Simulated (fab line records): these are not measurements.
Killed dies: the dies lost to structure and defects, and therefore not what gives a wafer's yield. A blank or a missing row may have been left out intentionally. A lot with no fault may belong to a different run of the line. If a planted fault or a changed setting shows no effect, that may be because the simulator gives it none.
Matching of chambers || flow sky130 || cmp-02 running SKY_VIA4_CMP_02: 4 sister chambers
The step polishes SiO2. 4 wafers are shown with their chamber, then 8 later ones without.

WAFERS PAIRED WITH THEIR CHAMBERS
{"wafer": "L716.5", "chamber": 2, "motorCurrentA (A)": 10.3}
{"wafer": "L718.3", "chamber": 0, "motorCurrentA (A)": 10.8}
{"wafer": "L718.6", "chamber": 3, "motorCurrentA (A)": 12.2}
{"wafer": "L721.3", "chamber": 1, "motorCurrentA (A)": 12.4}

WAFERS MISSING THEIR CHAMBER
{"wafer": "L721.5", "motorCurrentA (A)": 12.6}
{"wafer": "L721.6", "motorCurrentA (A)": 10.9}
{"wafer": "L729.3", "motorCurrentA (A)": 10.7}
{"wafer": "L729.4", "motorCurrentA (A)": 13.0}
{"wafer": "L729.6", "motorCurrentA (A)": 10.4}
{"wafer": "L731.2", "motorCurrentA (A)": 10.7}
{"wafer": "L731.3", "motorCurrentA (A)": 12.0}
{"wafer": "L731.5", "motorCurrentA (A)": 10.1}

EACH ONE'S CHAMBER
{"wafer": "L721.5", "from the rows above": "can't be placed: 1 or 3", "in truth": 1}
{"wafer": "L721.6", "from the rows above": "can't be placed: 0 or 2", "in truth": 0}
{"wafer": "L729.3", "from the rows above": "can't be placed: 0 or 2", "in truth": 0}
{"wafer": "L729.4", "from the rows above": "can't be placed: 1 or 3", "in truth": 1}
{"wafer": "L729.6", "from the rows above": "can't be placed: 2 or 0", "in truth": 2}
{"wafer": "L731.2", "from the rows above": "can't be placed: 0 or 2", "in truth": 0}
{"wafer": "L731.3", "from the rows above": "can't be placed: 3 or 1", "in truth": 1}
{"wafer": "L731.5", "from the rows above": "can't be placed: 2 or 0", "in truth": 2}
Correctly placed: 0 of 8. Cannot be placed on the basis of these rows: 8; the candidates contain the true chamber in 8. Number placed wrongly: 0.
How it was worked out, from the rows above alone: a wafer's distance from a chamber is the root of the sum, over the readings, of the square of ((its reading less the chamber's mean) divided by the reading's scatter). If the next closest chamber is less than 2 further off than the closest, the wafer can't be placed; otherwise it belongs to the closest. Each chamber's mean is taken over the wafers shown for it. The scatter: root of mean squared gap, hidden wafer to nearest shown wafer, with one shown wafer a chamber.
